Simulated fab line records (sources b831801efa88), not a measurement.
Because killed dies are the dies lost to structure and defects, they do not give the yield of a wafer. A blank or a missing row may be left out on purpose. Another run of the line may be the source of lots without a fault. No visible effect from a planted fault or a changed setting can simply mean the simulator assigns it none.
What tool caused it?	flow sky130	9 lots with 27 wafers sampled at 4 steps, on a route of 708 steps

WHAT THE GAUGES SHOWED, per wafer
SKY_PASSIVATION_THK_MEAS_03.
lot	measured	on	PASSIVATION_CVD_02_THK (nm)
L471	day 44 03:31	film metro-02	542 538 540
L474	day 46 03:26	film metro-03	538 549 544
L476	day 46 05:14	film metro-04	538 541 542
L479	day 46 08:07	film metro-03	534 532 546
L482	day 47 05:03	film metro-04	459 458 463 459 459 463
L484	day 48 06:12	film metro-03	456 469 474 456 470 474
L489	day 49 04:20	film metro-03	546 546 542
L490	day 49 14:39	film metro-04	537 543 548
L491	day 49 16:11	film metro-03	543 539 545

TOOL THAT RAN EACH LOT (tool first, then ch and the chambers of the sampled wafers, then the start)
lot	SKY_VIA4_CMP_21	SKY_METAL5_SPUTTER_02	SKY_PASSIVATION_CVD_02
L471	cmp-02 ch 0,3, day 43 04:26	pvd sputter-02, day 43 04:44	pecvd-01 ch 0,1,2, day 44 03:17
L474	cmp-01 ch 1,2,3, day 45 05:45	pvd sputter-04, day 45 05:57	pecvd-01 ch 1,2, day 46 03:11
L476	cmp-01 ch 0,2,3, day 45 07:24	pvd sputter-01, day 45 07:45	pecvd-02 ch 1,2, day 46 05:01
L479	cmp-01 ch 0,1,3, day 45 09:29	pvd sputter-02, day 45 09:47	pecvd-02 ch 1,2, day 46 07:53
L482	cmp-02 ch 1,2,3, day 46 07:20	pvd sputter-04, day 46 07:38	pecvd-02 ch 0,1,2, day 47 04:49
L484	cmp-02 ch 0,1, day 47 08:56	pvd sputter-04, day 47 09:14	pecvd-02 ch 0,1,2, day 48 05:58
L489	cmp-02 ch 0,1, day 48 08:03	pvd sputter-04, day 48 08:25	pecvd-04 ch 0,1,2, day 49 04:07
L490	cmp-02 ch 2,3, day 48 19:17	pvd sputter-04, day 48 19:38	pecvd-01 ch 1,2, day 49 14:25
L491	cmp-02 ch 0,1,2, day 48 21:13	pvd sputter-01, day 48 21:34	pecvd-01 ch 0,2, day 49 15:58
- SKY_VIA4_CMP_21: polishes, stops on SiO2, t overpolish 25 s, target thk 0 nm.
- SKY_METAL5_SPUTTER_02: material AlCu, target thk 1150 nm, time 61.2 s.
- SKY_PASSIVATION_CVD_02: deposits Si3N4, target thk 540 nm.

THE ANSWER, worked out from the rows above alone
Rule: what is usual is taken from the lots themselves. The widest of any qualifying gaps counts: lots, ordered by their means at a reading, are off when they make up no more than a third of the lots, leave a main group of 4 or more, and stand apart from it by 3 or more times the standard deviation of that group's means. If all means in a main group match to the digits the tables above print for the reading, that group is not used. A lot without any number at a reading at which 4 lots or more have one is off too. Any other lot the step has rows for is counted as sound.
Off: L482, L484, seen at SKY_PASSIVATION_THK_MEAS_03 (PASSIVATION_CVD_02_THK). Main group: mean 542 nm, sd 2.3.
A tool fits if, at a process step before that reading, it ran every lot that is off, and no sound lot after the first of them. Gauges at SKY_PASSIVATION_THK_MEAS_03: tried the same way as those tools. One fits: SKY_PASSIVATION_CVD_02 on pecvd-02. A fault onset in the window from L479 (day 46 07:53, its last sound lot) to L482 (day 47 04:49, its first lot off) fits.

WHAT THE SIMULATOR HAD INSERTED
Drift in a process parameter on pecvd-02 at SKY_PASSIVATION_CVD_02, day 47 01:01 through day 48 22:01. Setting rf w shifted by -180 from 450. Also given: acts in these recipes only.
Lots struck among those shown: L482, L484. The same result came from the rule above.
